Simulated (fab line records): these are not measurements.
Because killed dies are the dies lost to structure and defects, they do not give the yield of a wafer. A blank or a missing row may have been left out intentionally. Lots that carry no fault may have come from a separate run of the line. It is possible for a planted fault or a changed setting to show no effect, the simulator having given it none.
fab line records	flow gf180mcu
[record] lots = 14	wafers = 42	lastDay = 34
route steps=602 shown POLY_GATE@175 HV_LDD@230 M3@415 V3@443
lots that met no fault: taken from a fault-free run of the same line
startH: hours from the record's first day to the start of the lot's first wafer shown	waitH: hours from the lot's prior step to this one	" repeats the value in the row above	L1.1+2: a single row standing in for several wafers	- no value, or no start was given	* or withheld: withheld	< > ~ a bound
route shown NAME@n: a module of which the file shows steps, and the number in the route of the first	usual: the fault-free wafers' mean and standard deviation	same: alike in all rows	chamber/n: place in a boat	sites: readings site by site	_std_site: their standard deviation	_edge_site: mean of outer sites minus mean of inner sites	radiusMm: how far each site lies from the wafer's centre	mask NAME#n: copy n	behind: the tool/chamber that last shaped the wafer	hold: why the lot went on hold/how many hours it stayed there/how the hold came to an end	device: transistor that didn't switch, given as n, p or np	end of line: tests run on the same wafers once the route is complete	a step given without rows: its recipe and nothing more	killed: at the first sort, the dies lost to defects and structure; wafer yield is something else	map: dies across one wafer; x = killed, . = not, _ = none there
set.NAME: the setting as run; set.NAME@STEP: as run at that earlier step	model.NAME: the simulator's own value behind a step, which no gauge read
steps of the route over a sample of lots; a table a step, a row a wafer
services: from which hour (startH, from the record's first day; less than 0 if before it) a tool's chamber was out of use, for how many hours, and why
[[steps]]
[step GF_POLY_GATE_CD_MEAS_18]
[usual] cdNm = 279.8/2
lot.wafer	tool	chamber	startH	waitH	cdNm
L706.1	cdSem-01	-	202.94	0.2	283.0
L706.3	"	-	"	"	279.7
L706.5	"	-	"	"	279.0
L708.1	cdSem-01	-	210.24	0.1	282.2
L708.3	"	-	"	"	281.2
L708.6	"	-	"	"	280.3
L709.4	cdSem-02	-	216.03	0.1	276.7
L709.5	"	-	"	"	276.9
L709.6	"	-	"	"	279.4
L710.1	cdSem-01	-	227.73	0.1	279.4
L710.2	"	-	"	"	279.9
L710.6	"	-	"	"	279.3
L711.4	cdSem-02	-	231.58	0.1	282.0
L711.5	"	-	"	"	281.8
L711.6	"	-	"	"	279.4
L712.4	cdSem-02	-	245.88	0.1	278.1
L712.5	"	-	"	"	277.6
L712.6	"	-	"	"	278.7
L713.1	cdSem-01	-	254.60	0.1	279.3
L713.3	"	-	"	"	279.3
L713.5	"	-	"	"	281.6
L714.3	cdSem-01	-	262.82	0.1	278.9
L714.5	"	-	"	"	280.5
L714.6	"	-	"	"	278.5
L720.1	cdSem-02	-	304.38	0.1	281.2
L720.5	"	-	"	"	281.4
L720.6	"	-	"	"	280.0
L721.2	cdSem-01	-	315.85	0.1	279.9
L721.4	"	-	"	"	281.5
L721.6	"	-	"	"	281.7
L723.4	cdSem-02	-	324.44	0.1	278.3
L723.5	"	-	"	"	278.4
L723.6	"	-	"	"	281.9
L722.1	cdSem-01	-	326.31	0.1	276.4
L722.4	"	-	"	"	278.5
L722.5	"	-	"	"	278.0
L728.3	cdSem-02	-	360.51	0.1	281.4
L728.4	"	-	"	"	277.4
L728.5	"	-	"	"	278.6
L729.1	cdSem-01	-	361.70	0.1	285.1
L729.2	"	-	"	"	279.5
L729.5	"	-	"	"	285.2
[step GF_HV_LDD_CVD_54]
[recipe] material = SiO2	targetThkNm = 10	precursor = TEOS	tempC = 680	timeS = 75	pressureMtorr = 400
[usual] pressureMtorr = 400.1/0.81	spikeTcCentreC = 681.4/1.5	spikeTcUpperC = 679.5/1.2	zonePowerCentrePct = 11.0/0.89	zonePowerTopPct = 20.0/1.4	zonePowerUpperPct = 10.3/0.35
lot.wafer	tool	chamber	startH	waitH	pressureMtorr	spikeTcCentreC	spikeTcUpperC	zonePowerCentrePct	zonePowerTopPct	zonePowerUpperPct
L706.1	lpcvd-02	0	279.62	0.1	400.3	680.2	677.5	11.3	19.8	10.8
L706.3	"	0	"	"	399.3	680.8	681.2	11.3	19.4	10.8
L706.5	"	0	"	"	398.9	681.7	681.1	11.4	19.3	10.6
L708.1	lpcvd-02	0	286.82	0.1	399.1	681.6	679.9	11.3	19.7	11.0
L708.3	"	0	"	"	398.5	680.5	681.3	11.2	19.5	10.5
L708.6	"	0	"	"	398.7	680.8	679.0	11.0	19.6	11.0
L709.4	lpcvd-01	1	293.53	0.0	400.3	680.5	679.9	11.9	19.3	10.2
L709.5	"	1	"	"	398.6	680.4	680.2	11.8	19.1	10.2
L709.6	"	1	"	"	399.5	680.1	678.9	11.8	18.7	10.0
L710.1	lpcvd-02	1	305.74	0.1	400.0	683.9	679.4	10.8	22.4	9.8
L710.2	"	1	"	"	399.7	681.0	679.3	11.0	22.4	10.0
L710.6	"	1	"	"	400.1	684.0	678.2	10.9	21.8	9.9
L711.4	lpcvd-01	1	310.45	0.0	400.3	681.2	677.3	12.0	19.0	10.1
L711.5	"	1	"	"	400.4	679.3	679.5	11.8	18.9	10.1
L711.6	"	1	"	"	401.2	679.9	678.3	11.9	18.7	10.1
L712.4	lpcvd-01	1	326.78	0.0	399.4	679.7	679.3	11.8	18.8	10.0
L712.5	"	1	"	"	400.2	679.7	680.3	11.7	19.1	10.3
L712.6	"	1	"	"	399.1	678.8	677.1	11.9	19.0	10.1
L713.1	lpcvd-01	1	336.69	0.1	400.1	680.9	678.8	11.8	18.7	10.2
L713.3	"	1	"	"	400.1	680.5	679.0	12.0	18.5	10.2
L713.5	"	1	"	"	400.6	679.6	679.6	11.8	18.6	10.1
L714.3	lpcvd-02	0	343.64	0.1	399.2	680.5	679.8	11.4	19.8	10.8
L714.5	"	0	"	"	398.7	681.4	680.0	11.5	19.8	10.7
L714.6	"	0	"	"	400.7	681.8	680.2	11.5	19.4	10.7
L720.1	lpcvd-01	0	391.83	0.1	399.9	680.7	679.9	9.1	18.8	10.7
L720.5	"	0	"	"	399.4	683.0	682.0	9.1	18.9	10.6
L720.6	"	0	"	"	399.9	681.2	680.9	9.2	18.9	10.7
L721.2	lpcvd-02	1	405.57	0.1	399.4	681.5	677.9	10.9	21.9	9.9
L721.4	"	1	"	"	398.6	682.8	677.7	10.7	22.0	10.0
L721.6	"	1	"	"	399.3	683.9	677.8	10.9	22.1	10.1
L723.4	lpcvd-01	0	416.82	0.0	400.1	677.7	710.9	6.5	15.3	17.4
L723.5	"	0	"	"	399.2	678.2	710.9	6.4	15.5	17.7
L723.6	"	0	"	"	400.2	676.9	710.8	6.7	15.3	17.6
L722.1	lpcvd-01	0	417.84	0.9	401.7	676.7	709.6	6.5	15.3	17.8
L722.4	"	0	"	"	399.0	677.0	714.2	6.6	15.2	17.7
L722.5	"	0	"	"	399.4	677.1	709.8	6.6	15.3	17.3
L728.3	lpcvd-02	1	455.73	0.1	399.5	682.0	677.3	10.9	22.1	10.0
L728.4	"	1	"	"	400.0	682.1	677.8	10.7	22.5	10.0
L728.5	"	1	"	"	400.0	684.6	679.1	10.9	22.0	10.0
L729.1	lpcvd-02	1	457.13	0.1	400.1	682.5	679.8	10.9	22.1	9.8
L729.2	"	1	"	"	400.3	682.9	679.3	10.9	22.7	9.9
L729.5	"	1	"	"	402.5	681.8	679.9	10.9	22.2	9.9
[step GF_HV_LDD_THK_MEAS_55]
[recipe] reads = SiO2_of_HV_LDD_CVD_54
[usual] HV_LDD_CVD_54_THK = 10.00/0.14
lot.wafer	tool	chamber	startH	waitH	HV_LDD_CVD_54_THK[nm]
L706.1	filmMetro-04	-	280.64	0.0	10.08
L706.3	"	-	"	"	10.08
L706.5	"	-	"	"	10.00
L708.1	filmMetro-03	-	287.84	0.0	9.97
L708.3	"	-	"	"	9.93
L708.6	"	-	"	"	9.90
L709.4	filmMetro-01	-	294.58	0.0	9.94
L709.5	"	-	"	"	9.81
L709.6	"	-	"	"	9.87
L710.1	filmMetro-03	-	306.76	0.0	10.00
L710.2	"	-	"	"	9.95
L710.6	"	-	"	"	9.99
L711.4	filmMetro-03	-	311.50	0.0	9.90
L711.5	"	-	"	"	9.86
L711.6	"	-	"	"	9.75
L712.4	filmMetro-01	-	327.83	0.0	10.01
L712.5	"	-	"	"	10.04
L712.6	"	-	"	"	9.80
L713.1	filmMetro-04	-	337.71	0.0	10.17
L713.3	"	-	"	"	10.01
L713.5	"	-	"	"	10.07
L714.3	filmMetro-03	-	344.68	0.0	10.13
L714.5	"	-	"	"	10.24
L714.6	"	-	"	"	10.21
L720.1	filmMetro-04	-	392.85	0.0	9.68
L720.5	"	-	"	"	9.82
L720.6	"	-	"	"	9.76
L721.2	filmMetro-01	-	406.60	0.0	10.25
L721.4	"	-	"	"	10.27
L721.6	"	-	"	"	10.20
L723.4	filmMetro-04	-	417.87	0.0	13.75
L723.5	"	-	"	"	13.74
L723.6	"	-	"	"	13.35
L722.1	filmMetro-03	-	418.86	0.0	10.34
L722.4	"	-	"	"	11.32
L722.5	"	-	"	"	11.83
L728.3	filmMetro-03	-	456.77	0.0	10.04
L728.4	"	-	"	"	9.82
L728.5	"	-	"	"	10.17
L729.1	filmMetro-01	-	458.15	0.0	10.03
L729.2	"	-	"	"	10.05
L729.5	"	-	"	"	10.04
[step GF_M3_THK_MEAS_06]
[recipe] thkMeasGauge = xrf	reads = AlCu_of_M3_SPUTTER_02
[usual] M3_ALCU_THK = 449/6.3
lot.wafer	tool	chamber	startH	waitH	M3_ALCU_THK[nm]
L706.1	filmMetro-04	-	472.37	0.1	452
L706.3	"	-	"	"	447
L706.5	"	-	"	"	449
L708.1	filmMetro-02	-	478.36	0.1	445
L708.3	"	-	"	"	448
L708.6	"	-	"	"	447
L709.4	filmMetro-02	-	486.34	0.1	446
L709.5	"	-	"	"	454
L709.6	"	-	"	"	450
L710.1	filmMetro-01	-	502.26	0.1	460
L710.2	"	-	"	"	451
L710.6	"	-	"	"	460
L711.4	filmMetro-04	-	509.16	0.1	456
L711.5	"	-	"	"	453
L711.6	"	-	"	"	455
L712.4	filmMetro-04	-	526.26	0.1	454
L712.5	"	-	"	"	461
L712.6	"	-	"	"	453
L713.1	filmMetro-01	-	535.77	0.1	455
L713.3	"	-	"	"	453
L713.5	"	-	"	"	455
L714.3	filmMetro-01	-	543.75	0.1	448
L714.5	"	-	"	"	457
L714.6	"	-	"	"	450
L720.1	filmMetro-01	-	590.83	0.1	436
L720.5	"	-	"	"	436
L720.6	"	-	"	"	443
L721.2	filmMetro-04	-	599.72	0.1	442
L721.4	"	-	"	"	448
L721.6	"	-	"	"	449
L723.4	filmMetro-04	-	611.40	0.1	451
L723.5	"	-	"	"	440
L723.6	"	-	"	"	454
L722.1	filmMetro-01	-	614.44	0.1	445
L722.4	"	-	"	"	446
L722.5	"	-	"	"	441
L728.3	filmMetro-01	-	645.02	0.1	455
L728.4	"	-	"	"	457
L728.5	"	-	"	"	448
L729.1	filmMetro-01	-	645.42	0.1	441
L729.2	"	-	"	"	457
L729.5	"	-	"	"	447
[step GF_V3_CD_MEAS_14]
[recipe] targetCdNm = 260
[usual] cdNm = 259.6/1.2
lot.wafer	tool	chamber	startH	waitH	cdNm
L706.1	cdSem-01	-	521.72	0.1	259.3
L706.3	"	-	"	"	258.5
L706.5	"	-	"	"	260.1
L708.1	cdSem-01	-	527.58	0.1	260.4
L708.3	"	-	"	"	260.3
L708.6	"	-	"	"	259.7
L709.4	cdSem-01	-	534.48	0.1	258.2
L709.5	"	-	"	"	257.9
L709.6	"	-	"	"	256.3
L710.1	cdSem-02	-	549.43	0.1	260.9
L710.2	"	-	"	"	259.7
L710.6	"	-	"	"	260.0
L711.4	cdSem-02	-	555.24	0.1	259.3
L711.5	"	-	"	"	259.8
L711.6	"	-	"	"	260.1
L712.4	cdSem-01	-	571.91	0.1	258.9
L712.5	"	-	"	"	258.6
L712.6	"	-	"	"	258.5
L713.1	cdSem-02	-	580.38	0.1	258.6
L713.3	"	-	"	"	260.2
L713.5	"	-	"	"	259.4
L714.3	cdSem-01	-	588.30	0.1	258.1
L714.5	"	-	"	"	258.1
L714.6	"	-	"	"	258.3
L720.1	cdSem-01	-	632.71	0.1	258.6
L720.5	"	-	"	"	259.1
L720.6	"	-	"	"	259.7
L721.2	cdSem-01	-	641.39	0.1	259.9
L721.4	"	-	"	"	261.6
L721.6	"	-	"	"	261.6
L723.4	cdSem-01	-	653.39	0.1	258.3
L723.5	"	-	"	"	259.3
L723.6	"	-	"	"	259.2
L722.1	cdSem-01	-	655.76	0.1	261.3
L722.4	"	-	"	"	260.6
L722.5	"	-	"	"	261.0
L728.3	cdSem-02	-	684.67	0.1	261.7
L728.4	"	-	"	"	261.8
L728.5	"	-	"	"	260.8
L729.1	cdSem-02	-	685.12	0.1	259.2
L729.2	"	-	"	"	259.9
L729.5	"	-	"	"	259.8
[[services]]
tool	chamber	startH	hours	kind
lpcvd-01	-	378.71	2.8	pm
[[key]]
[firstSign] step = GF_HV_LDD_CVD_54	reading = spikeTcUpperC	direction = up	sigmas = 27	usual = 679.5	struck = 711.0
[effect] step = GF_HV_LDD_CVD_54	reading = zonePowerUpperPct	direction = up	sigmas = 21	usual = 10.3	struck = 17.6
[effect] step = GF_HV_LDD_THK_MEAS_55	reading = HV_LDD_CVD_54_THK	direction = up	sigmas = 17	usual = 10.00	struck = 12.39
metAt GF_HV_LDD_CVD_54
struckLots L722,L723
struckWafers L722.1,L722.4,L722.5,L723.4,L723.5,L723.6
testerLeftOut L722,L723
notActingAt GF_POLY_GATE_CD_MEAS_18,GF_M3_THK_MEAS_06,GF_V3_CD_MEAS_14
onsetBetween 391.83 416.82
[fault] kind = processParameterDrift	tool = lpcvd-01	chamber = 0	onsetH = 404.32	steps = GF_HV_LDD_CVD_54	channel = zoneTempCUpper	offset = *	shape = step	endH = 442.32
// testerLeftOut: of these lots the tester's yield and bins aren't shown, on N5 and GAA mostly nor the transistor test; their killed dies are dies lost to structure and defects alone, not to doping, threshold or leakage, so they don't give the yield
